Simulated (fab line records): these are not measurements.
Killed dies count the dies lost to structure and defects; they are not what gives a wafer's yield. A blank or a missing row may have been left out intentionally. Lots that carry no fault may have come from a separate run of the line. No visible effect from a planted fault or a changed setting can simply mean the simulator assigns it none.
What tool caused it?    flow sky130    11 lots, 33 wafers sampled, at 4 steps of a route of 708

WHAT THE GAUGES READ, wafer by wafer
SKY_GATE_OXIDE_TW_MEAS_14.
lot   measured      on             GATE_OXIDE_TW
L900  day 13 11:54  film_metro-02  226 225 225
L902  day 13 22:10  film_metro-04  227 226 226
L904  day 15 00:17  film_metro-04  226 226 227
L907  day 16 00:03  film_metro-03  220 219 220
L908  day 16 03:25  film_metro-03  219 219 220
L917  day 20 07:10  film_metro-02  356 356 356 357 356 356
L916  day 20 07:27  film_metro-03  220 218 219
L918  day 20 21:49  film_metro-03  342 341 342 342 342 341
L921  day 21 12:34  film_metro-03  220 219 220
L920  day 21 17:33  film_metro-03  220 219 219
L922  day 21 19:45  film_metro-03  219 220 219

TOOL THAT RAN EACH LOT (tool first, then ch and the chambers of the sampled wafers, then the start)
lot   SKY_VT_ADJUST_PCH_STRIP_09            SKY_SONOS_ONO_ETCH_15               SKY_GATE_OXIDE_IMPLANT_11
L900  plasma_asher-01 ch 0,1, day 10 01:30  rie_diel-01 ch 0,2, day 12 08:21    implanter-02 ch 0, day 13 11:33
L902  plasma_asher-04 ch 0,1, day 10 13:20  rie_diel-04 ch 0,1,2, day 12 18:19  implanter-02 ch 0, day 13 21:51
L904  plasma_asher-03 ch 0,1, day 11 13:11  rie_diel-02 ch 0,2, day 13 18:54    implanter-03 ch 0, day 14 23:56
L907  plasma_asher-01 ch 0,1, day 12 07:29  rie_diel-01 ch 0,1,2, day 14 18:30  implanter-04 ch 0, day 15 23:42
L908  plasma_asher-03 ch 0,1, day 12 13:15  rie_diel-02 ch 2,3, day 14 21:58    implanter-04 ch 0, day 16 03:05
L917  plasma_asher-01 ch 0,1, day 16 03:33  rie_diel-02 ch 1,2, day 18 19:49    implanter-04 ch 0, day 20 06:50
L916  plasma_asher-04 ch 0,1, day 16 05:30  rie_diel-04 ch 0,2, day 18 20:07    implanter-03 ch 0, day 20 07:06
L918  plasma_asher-01 ch 0,1, day 16 20:26  rie_diel-02 ch 0,1, day 19 12:55    implanter-04 ch 0, day 20 21:29
L921  plasma_asher-03 ch 0,1, day 17 10:24  rie_diel-01 ch 0,1,2, day 20 03:36  implanter-02 ch 0, day 21 12:14
L920  plasma_asher-03 ch 0,1, day 17 11:15  rie_diel-01 ch 0,2,3, day 20 09:03  implanter-03 ch 0, day 21 17:12
L922  plasma_asher-04 ch 0,1, day 17 14:33  rie_diel-01 ch 1,2,3, day 20 11:06  implanter-02 ch 0, day 21 19:24
- SKY_VT_ADJUST_PCH_STRIP_09: strips in O2/N2.
- SKY_SONOS_ONO_ETCH_15: etches the open film in CHF3/O2, target depth 19.52 nm, time 7.8 s.
- SKY_GATE_OXIDE_IMPLANT_11

THE ANSWER, worked out from the rows above alone
Rule: the usual values come from the lots themselves. The widest of any qualifying gaps counts: lots, ordered by their means at a reading, are off when they make up no more than a third of the lots, leave a main group of 4 or more, and stand apart from it by 3 or more times the standard deviation of that group's means. A main group whose means are all the same, to the digits that the tables above print for the reading, isn't used. Also off: a lot with no number at a reading for which 4 or more lots have one. Where the step has rows for the other lots, those lots are counted as sound.
Off: L917, L918, at SKY_GATE_OXIDE_TW_MEAS_14 (GATE_OXIDE_TW). Mean 222 and standard deviation 3.1 in the main group.
A tool fits if, at a process step before that reading, it ran every lot that is off, and no sound lot after the first of them. The gauges at SKY_GATE_OXIDE_TW_MEAS_14 are tried like those tools. Can't be told from this: 3 tools fit, plasma_asher-01 at SKY_VT_ADJUST_PCH_STRIP_09, rie_diel-02 at SKY_SONOS_ONO_ETCH_15, implanter-04 at SKY_GATE_OXIDE_IMPLANT_11.

WHAT THE SIMULATOR PUT IN
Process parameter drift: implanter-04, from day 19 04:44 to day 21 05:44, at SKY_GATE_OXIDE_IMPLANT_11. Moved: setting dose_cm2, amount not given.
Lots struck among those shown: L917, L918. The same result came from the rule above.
